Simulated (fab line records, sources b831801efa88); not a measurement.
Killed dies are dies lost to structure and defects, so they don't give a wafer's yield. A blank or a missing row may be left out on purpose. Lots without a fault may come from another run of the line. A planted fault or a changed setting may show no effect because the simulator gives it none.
fab line records | flow sky130
record lots=6 wafers=18 last_day=50
route steps=708 shown VT_ADJUST_PCH@148 SONOS_TUNNEL@154 PAD_OPEN@708
lots that met no fault: from a run of the same line without faults
start_h: hours from the record's first day to the start of the lot's first wafer shown | wait_h: hours since the lot's step before | " the same as in the row above | L1.1+2: a row that stands for several wafers | - no value, or no start given | * or withheld: withheld | < > ~ a bound
route shown NAME@n: a module of which the file shows steps, and the number in the route of the first | usual: mean/standard deviation of fault-free wafers | same: alike in all rows | chamber/n: place in a boat | sites: the reading at each site | _std_site: their standard deviation | _edge_site: outer sites' mean less inner sites' | radius_mm: how far each site lies from the wafer's centre | mask NAME#n: copy n | behind: the tool/chamber that last shaped the wafer | hold: why the lot was held/for how many hours/how that ended | device: the transistor (n, p or np) that didn't switch | end of line: the same wafers' tests at the end of the route | a step without rows: its recipe alone | killed: dies lost to structure and defects at the first sort, not the wafer's yield | map: a wafer's dies, x killed, . not, _ none there
set.NAME: the setting as run; set.NAME@STEP: as run at that earlier step | model.NAME: the simulator's own value behind a step, which no gauge read
lots at some steps of the route; a table a step, a row a wafer
services: from which hour (start_h, from the record's first day; less than 0 if before it) a tool's chamber was out of use, for how many hours, and why
## steps
# step SKY_VT_ADJUST_PCH_PEB_05
# recipe temp_c=115 time_s=withheld
# step SKY_VT_ADJUST_PCH_DEVELOP_06
# recipe wall_angle_deg=90 developer=TMAH develop_time_s=60 dev_temp_c=23
# step SKY_VT_ADJUST_PCH_OVL_MEAS_07
# usual VT_ADJUST_PCH_OVL=-0.2/1.5
# columns lot.wafer tool chamber start_h wait_h VT_ADJUST_PCH_OVL[nm]
L463.1 overlay-01 - 272.25 - 1.0
L463.3 " - " " 1.5
L463.6 " - " " 0.9
L464.1 overlay-02 - 280.75 - -0.6
L464.5 " - " " -0.4
L464.6 " - " " 0.2
L471.1 overlay-02 - 337.90 - 0.1
L471.4 " - " " -0.1
L471.6 " - " " 0.6
L474.2 overlay-02 - 349.10 - 3.3
L474.4 " - " " 1.9
L474.6 " - " " 3.3
L476.2 overlay-02 - 375.87 - 0.9
L476.5 " - " " 0.5
L476.6 " - " " 0.8
L481.3 overlay-02 - 402.23 - 1.3
L481.4 " - " " -2.0
L481.6 " - " " 1.6
# step SKY_VT_ADJUST_PCH_IMPLANT_08
# recipe species=B energy_kev=10 dose_cm2=5e+11 tilt_deg=withheld
# step SKY_VT_ADJUST_PCH_STRIP_09
# recipe chemistry=O2/N2 power_w=1400 pressure_mtorr=1500 platen_temp_c=withheld o2_flow_sccm=3000 n2_flow_sccm=300 overash_fraction=0.5
# usual drypump_motor_current_A=6.13/0.19 oes_product_au=0.723/0.0044 strip_time_to_endpoint_s=36.89/0.093
# columns lot.wafer tool chamber start_h wait_h drypump_motor_current_A oes_product_au rf_hours_counter_h strip_time_to_endpoint_s
L463.1 plasma_asher-01 1 272.43 0.1 6.11 0.726 46 36.98
L463.3 " 1 " " 6.10 0.723 - 36.90
L463.6 " 1 " " 6.09 0.724 - 36.93
L464.1 plasma_asher-04 1 280.93 0.1 6.27 0.730 59 36.91
L464.5 " 1 " " 6.29 0.722 - 36.81
L464.6 " 0 " " 5.98 0.719 - 36.85
L471.1 plasma_asher-03 0 338.08 0.1 6.46 0.721 21 36.76
L471.4 " 0 " " 6.45 0.727 - 36.97
L471.6 " 0 " " 6.46 0.728 - 36.79
L474.2 plasma_asher-01 0 349.28 0.1 6.17 0.725 53 36.98
L474.4 " 0 " " 6.16 0.720 - 36.92
L474.6 " 1 " " 6.10 0.721 - 36.86
L476.2 plasma_asher-01 1 376.05 0.1 6.12 0.721 56 36.95
L476.5 " 0 " " 6.16 0.723 - 36.91
L476.6 " 1 " " 6.13 0.720 - 37.00
L481.3 plasma_asher-03 0 402.43 0.1 6.44 0.724 - 36.90
L481.4 " 1 " " 5.79 0.731 - 36.98
L481.6 " 0 " " 6.45 0.722 - 36.93
# step SKY_VT_ADJUST_PCH_TW_MEAS_10
# usual VT_ADJUST_PCH_TW=143.4/2.6
# columns lot.wafer tool chamber start_h wait_h VT_ADJUST_PCH_TW
L463.1 film_metro-02 - 272.53 0.1 147.0
L463.3 " - " " 147.0
L463.6 " - " " 147.2
L464.1 film_metro-01 - 281.03 0.1 141.1
L464.5 " - " " 141.5
L464.6 " - " " 141.5
L471.1 film_metro-01 - 338.18 0.1 141.0
L471.4 " - " " 141.6
L471.6 " - " " 140.9
L474.2 film_metro-03 - 349.39 0.1 141.5
L474.4 " - " " 141.4
L474.6 " - " " 142.1
L476.2 film_metro-01 - 376.17 0.1 141.7
L476.5 " - " " 141.6
L476.6 " - " " 141.3
L481.3 film_metro-03 - 402.52 0.1 141.7
L481.4 " - " " 142.4
L481.6 " - " " 141.5
# step SKY_SONOS_TUNNEL_DEHYDRATE_00
# recipe temp_c=200 time_s=60
# step SKY_SONOS_TUNNEL_HMDS_01
# recipe prime_time_s=60 prime_temp_c=120
# step SKY_SONOS_TUNNEL_COAT_02
# recipe resist=NOVOLAK spin_rpm=3063 resist_thk_nm=1140
# step SKY_SONOS_TUNNEL_SOFTBAKE_03
# recipe temp_c=90 time_s=60 resist=NOVOLAK
# step SKY_SONOS_TUNNEL_EXPOSE_04
# recipe mask_id=TUNM na=0.6 source_shape=conventional sigma_outer=0.6 polarization=unpolarized target_cd_nm=410 dose_mj=136
# step SKY_SONOS_TUNNEL_PEB_05
# recipe temp_c=withheld time_s=* resist=NOVOLAK
# step SKY_SONOS_TUNNEL_DEVELOP_06
# recipe resist=NOVOLAK developer=TMAH develop_time_s=60 dev_temp_c=23
# columns lot.wafer tool chamber start_h wait_h
L463.1+3+6 litho_track-01 0 297.78 0.1
L464.1+5+6 litho_track-01 0 306.03 0.1
L471.1+4+6 litho_track-04 0 366.05 0.1
L474.2+4+6 litho_track-01 0 377.25 0.1
L476.2+5+6 litho_track-03 0 405.34 0.1
L481.3+4+6 litho_track-03 0 432.31 0.1
# step SKY_SONOS_TUNNEL_CD_MEAS_07
# recipe target_cd_nm=410
# usual cd_nm=411.3/2.2
# columns lot.wafer tool chamber start_h wait_h cd_nm
L463.1 cd_sem-02 - 297.93 0.1 -
L463.3 " - " " -
L463.6 " - " " -
L464.1 cd_sem-01 - 306.18 0.1 -
L464.5 " - " " -
L464.6 " - " " -
L471.1 cd_sem-01 - 366.20 0.1 408.9
L471.4 " - " " 411.0
L471.6 " - " " 411.4
L474.2 cd_sem-01 - 377.40 0.1 407.8
L474.4 " - " " 407.3
L474.6 " - " " 407.9
L476.2 cd_sem-01 - 405.48 0.1 414.4
L476.5 " - " " 413.7
L476.6 " - " " 412.5
L481.3 cd_sem-01 - 432.45 0.1 409.8
L481.4 " - " " 410.1
L481.6 " - " " 412.1
# step SKY_SONOS_TUNNEL_OVL_MEAS_08
# usual SONOS_TUNNEL_OVL=0.7/1.4
# columns lot.wafer tool chamber start_h wait_h SONOS_TUNNEL_OVL[nm]
L463.1 overlay-01 - 298.05 0.1 -
L463.3 " - " " -
L463.6 " - " " -
L464.1 overlay-02 - 306.30 0.1 -
L464.5 " - " " -
L464.6 " - " " -
L471.1 overlay-01 - 366.32 0.1 -1.3
L471.4 " - " " -1.5
L471.6 " - " " -2.5
L474.2 overlay-01 - 377.50 0.1 0.9
L474.4 " - " " 1.6
L474.6 " - " " 0.3
L476.2 overlay-01 - 405.59 0.1 0.3
L476.5 " - " " 2.8
L476.6 " - " " 1.6
L481.3 overlay-02 - 432.54 0.1 -0.3
L481.4 " - " " 0.8
L481.6 " - " " 1.6
# step SKY_SONOS_TUNNEL_IMPLANT_09
# recipe species=B energy_kev=20 dose_cm2=1e+12 tilt_deg=withheld
# step SKY_SONOS_TUNNEL_WET_ETCH_10
# recipe chemistry=dHF target_depth_nm=14 target=SiO2 dilution=100:1 temp_c=25 time_s=280
# step SKY_SONOS_TUNNEL_STRIP_11
# recipe chemistry=SPM time_s=600 temp_c=130
# step SKY_SONOS_TUNNEL_TW_MEAS_12
# usual SONOS_TUNNEL_TW=198/4
# columns lot.wafer tool chamber start_h wait_h SONOS_TUNNEL_TW
L463.1 film_metro-02 - 298.67 0.0 31
L463.3 " - " " 31
L463.6 " - " " 31
L464.1 film_metro-02 - 306.74 0.0 31
L464.5 " - " " 31
L464.6 " - " " 31
L471.1 film_metro-02 - 366.77 0.0 204
L471.4 " - " " 203
L471.6 " - " " 203
L474.2 film_metro-01 - 377.98 0.0 196
L474.4 " - " " 196
L474.6 " - " " 195
L476.2 film_metro-04 - 406.22 0.0 194
L476.5 " - " " 195
L476.6 " - " " 193
L481.3 film_metro-01 - 433.09 0.0 195
L481.4 " - " " 195
L481.6 " - " " 197
# step SKY_SONOS_TUNNEL_CLEAN_13
# recipe chemistry=dHF time_s=20 dilution=100:1 dry=ipa_marangoni
# step SKY_PAD_OPEN_PROBE_99
# usual killed_at_M0_to_M3=44/7.3 killed_at_M4_up=3.1/1.9 killed_at_contacts=24/5.3 killed_at_front_end=15/4 killed_at_other=0.4/0.6 killed_dies=86/9.2 killed_on_rim=17/3.5 killed_open=47/6.9 killed_short=39/6.9
# same gross_dies=492 killed_at_back_side=0
# columns lot.wafer tool chamber start_h wait_h killed_at_M0_to_M3 killed_at_M4_up killed_at_contacts killed_at_front_end killed_at_other killed_dies killed_on_rim killed_open killed_short
L463.1 prober-01 - 1110.61 0.1 40 3 16 433 0 492 96 41 34
L463.3 prober-01 - 1110.71 0.2 49 2 16 425 0 492 96 48 34
L463.6 prober-01 - 1110.86 0.2 41 1 20 430 0 492 96 46 30
L464.1 prober-02 - 1115.76 0.1 31 0 25 436 0 492 96 45 24
L464.5 prober-02 - 1115.96 0.2 49 0 21 422 0 492 96 41 49
L464.6 prober-02 - 1116.01 0.2 32 3 21 436 0 492 96 39 30
L474.2 prober-02 - 1167.45 0.1 54 4 28 13 1 100 22 66 33
L474.4 prober-02 - 1167.55 0.2 50 5 15 17 0 87 14 41 45
L474.6 prober-02 - 1167.65 0.2 46 1 31 12 0 90 21 49 41
# killed by level:class
L463.1 SONOS_TUNNEL:area_develop=417 VIA3:geometric_particle:open=10 VIA1:geometric_particle:open=9 FIELD_ISO:geometric_particle:short=5 CONTACT:geometric_particle:open=5 CONTACT:geometric_particle:short=5 FIELD_ISO:geometric_particle:open=3 SPACER:geometric_particle:open=3
L463.3 SONOS_TUNNEL:area_develop=409 VIA1:geometric_particle:open=14 VIA3:geometric_particle:open=8 METAL2:geometric_particle:short=7 LI_CONTACT:geometric_particle:open=6 POLY_GATE:geometric_particle:open=5 VIA2:geometric_particle:open=5 VIA2:geometric_particle:short=4
L463.6 SONOS_TUNNEL:area_develop=416 VIA1:geometric_particle:open=14 LI_CONTACT:geometric_particle:open=7 VIA2:geometric_particle:open=6 VIA3:geometric_particle:open=6 CONTACT:geometric_particle:open=5 FIELD_ISO:geometric_particle:short=4 CONTACT:geometric_particle:short=4
L464.1 SONOS_TUNNEL:area_develop=423 VIA1:geometric_particle:open=10 LI_CONTACT:geometric_particle:open=8 CONTACT:geometric_particle:open=8 METAL2:geometric_particle:short=5 VIA3:geometric_particle:open=5 FIELD_ISO:geometric_particle:open=3 POLY_GATE:geometric_particle:short=3
L464.5 SONOS_TUNNEL:area_develop=402 CONTACT:geometric_particle:open=8 METAL1:geometric_particle:short=8 METAL2:geometric_particle:short=8 VIA2:geometric_particle:open=7 VIA2:geometric_particle:short=6 POLY_GATE:geometric_particle:short=5 LI_CONTACT:geometric_particle:open=5
L464.6 SONOS_TUNNEL:area_develop=423 CONTACT:geometric_particle:open=9 VIA1:geometric_particle:open=7 CONTACT:geometric_particle:short=5 VIA2:geometric_particle:open=5 VIA3:geometric_particle:open=5 POLY_GATE:geometric_particle:open=4 FIELD_ISO:geometric_particle:short=3
L474.2 VIA1:geometric_particle:open=19 CONTACT:geometric_particle:open=12 LI_CONTACT:geometric_particle:open=8 VIA1:geometric_particle:short=7 POLY_GATE:geometric_particle:open=6 METAL2:geometric_particle:short=6 VIA3:geometric_particle:open=6 METAL1:geometric_particle:short=4
L474.4 VIA3:geometric_particle:open=10 VIA1:geometric_particle:open=10 METAL2:geometric_particle:short=8 VIA1:geometric_particle:short=6 VIA2:geometric_particle:open=5 FIELD_ISO:geometric_particle:short=4 POLY_GATE:geometric_particle:short=4 POLY_GATE:geometric_particle:open=4
L474.6 VIA1:geometric_particle:open=13 VIA1:geometric_particle:short=12 CONTACT:geometric_particle:open=11 LI_CONTACT:geometric_particle:open=7 POLY_GATE:geometric_particle:open=6 VIA3:geometric_particle:open=5 LOCAL_INTERCONNECT:geometric_particle:short=5 CONTACT:geometric_particle:short=5
# map L463.1 (x killed, . not)
__________xxxxxxxxxx_________
________xxxxxxxxxxxxxx_______
______xxxxxxxxxxxxxxxxxx_____
_____xxxxxxxxxxxxxxxxxxxx____
____xxxxxxxxxxxxxxxxxxxxxx___
___xxxxxxxxxxxxxxxxxxxxxxxx__
__xxxxxxxxxxxxxxxxxxxxxxxxxx_
_xxxxxxxxxxxxxxxxxxxxxxxxxxxx
_xxxxxxxxxxxxxxxxxxxxxxxxxxxx
_xxxxxxxxxxxxxxxxxxxxxxxxxxxx
_xxxxxxxxxxxxxxxxxxxxxxxxxxxx
_xxxxxxxxxxxxxxxxxxxxxxxxxxxx
_xxxxxxxxxxxxxxxxxxxxxxxxxxxx
_xxxxxxxxxxxxxxxxxxxxxxxxxxxx
_xxxxxxxxxxxxxxxxxxxxxxxxxxxx
__xxxxxxxxxxxxxxxxxxxxxxxxxx_
___xxxxxxxxxxxxxxxxxxxxxxxx__
____xxxxxxxxxxxxxxxxxxxxxx___
_____xxxxxxxxxxxxxxxxxxxx____
______xxxxxxxxxxxxxxxxxx_____
________xxxxxxxxxxxxxx_______
__________xxxxxxxxxx_________
# map L464.1 (x killed, . not)
__________xxxxxxxxxx_________
________xxxxxxxxxxxxxx_______
______xxxxxxxxxxxxxxxxxx_____
_____xxxxxxxxxxxxxxxxxxxx____
____xxxxxxxxxxxxxxxxxxxxxx___
___xxxxxxxxxxxxxxxxxxxxxxxx__
__xxxxxxxxxxxxxxxxxxxxxxxxxx_
_xxxxxxxxxxxxxxxxxxxxxxxxxxxx
_xxxxxxxxxxxxxxxxxxxxxxxxxxxx
_xxxxxxxxxxxxxxxxxxxxxxxxxxxx
_xxxxxxxxxxxxxxxxxxxxxxxxxxxx
_xxxxxxxxxxxxxxxxxxxxxxxxxxxx
_xxxxxxxxxxxxxxxxxxxxxxxxxxxx
_xxxxxxxxxxxxxxxxxxxxxxxxxxxx
_xxxxxxxxxxxxxxxxxxxxxxxxxxxx
__xxxxxxxxxxxxxxxxxxxxxxxxxx_
___xxxxxxxxxxxxxxxxxxxxxxxx__
____xxxxxxxxxxxxxxxxxxxxxx___
_____xxxxxxxxxxxxxxxxxxxx____
______xxxxxxxxxxxxxxxxxx_____
________xxxxxxxxxxxxxx_______
__________xxxxxxxxxx_________
## services
# columns tool chamber start_h hours kind
plasma_asher-04 - 307.17 1.6 repair
plasma_asher-01 - 318.18 0.5 repair
plasma_asher-04 - 342.23 1.8 repair
plasma_asher-04 - 374.28 9.4 repair
litho_track-03 - 387.71 - consumable_replace:filter
plasma_asher-03 - 403.86 0.7 repair
plasma_asher-03 - 407.37 3.8 repair
plasma_asher-04 - 412.00 2.8 pm
## key
first_sign step=SKY_SONOS_TUNNEL_CD_MEAS_07 reading=cd_nm direction=missing
effect step=SKY_SONOS_TUNNEL_OVL_MEAS_08 reading=SONOS_TUNNEL_OVL direction=missing
effect step=SKY_SONOS_TUNNEL_TW_MEAS_12 reading=SONOS_TUNNEL_TW direction=down sigmas=42 usual=198 struck=31
effect step=SKY_PAD_OPEN_PROBE_99 reading=killed_at_front_end direction=up sigmas=99+ usual=15 struck=430
more_kills_born_at SKY_SONOS_TUNNEL_DEVELOP_06@litho_track-01=2490
met_at SKY_SONOS_TUNNEL_DEVELOP_06
struck_wafers L463.1,L463.3,L463.6,L464.1,L464.5,L464.6
later_rows_left_out L463.1,L463.3,L463.6,L464.1,L464.5,L464.6
tester_left_out L463,L464
fault kind=process_parameter_drift tool=litho_track-01 chamber=- onset_h=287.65 steps=SKY_SONOS_TUNNEL_DEVELOP_06 channel=develop_time_s offset=* shape=step end_h=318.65 acts_in=* stated=*
# tester_left_out: of these lots the tester's yield and bins aren't shown, on N5 and GAA mostly nor the transistor test; their killed dies are dies lost to structure and defects alone, not to doping, threshold or leakage, so they don't give the yield
# later_rows_left_out: the simulator's readings of these wafers behind a module that went badly wrong aren't trusted and aren't shown, but for the sort
